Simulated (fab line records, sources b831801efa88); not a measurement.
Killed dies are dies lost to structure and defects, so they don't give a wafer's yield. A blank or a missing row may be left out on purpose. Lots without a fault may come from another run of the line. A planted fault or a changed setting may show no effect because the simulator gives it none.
Chamber matching | flow gf180mcu | GF_CONTACT_CMP_04 on cmp-02: 4 sister chambers
The step polishes SiO2. 4 wafers are shown with their chamber, then 10 later ones without.

WAFERS WITH THEIR CHAMBER
wafer  | chamber | motor_current_A (A)
L619.2 | 0       | 12.2
L619.6 | 1       | 13.5
L621.1 | 2       | 11.1
L621.2 | 3       | 13.8

WAFERS WITHOUT THEIR CHAMBER
wafer  | motor_current_A (A)
L621.6 | 11.9
L622.2 | 13.5
L622.3 | 11.5
L622.5 | 13.8
L623.2 | 13.8
L623.4 | 12.9
L623.6 | 12.4
L633.1 | 12.4
L633.2 | 11.2
L633.6 | 10.5

WHICH CHAMBER EACH WENT THROUGH
wafer  | from the rows above          | in truth
L621.6 | can't be placed: 0 or 2      | 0
L622.2 | can't be placed: 1 or 3      | 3
L622.3 | can't be placed: 2 or 0      | 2
L622.5 | can't be placed: 3 or 1      | 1
L623.2 | can't be placed: 3 or 1      | 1
L623.4 | can't be placed: 1 or 0 or 3 | 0
L623.6 | 0                            | 0
L633.1 | 0                            | 0
L633.2 | 2                            | 2
L633.6 | 2                            | 2
Placed correctly: 4 of 10. Can't be placed from these rows: 6 (the true chamber is among the candidates in 6). Placed wrongly: 0.
How it was worked out, from the rows above alone: a wafer's distance from a chamber is the root of the sum, over the readings, of the square of ((its reading less the chamber's mean) divided by the reading's scatter). The wafer belongs to the nearest chamber; if the next one is less than 2 further off, it can't be placed. A chamber's mean is the mean of its shown wafers. The scatter: with one shown wafer a chamber, the root of the mean of the squares of how far each hidden wafer lies from its nearest shown one.
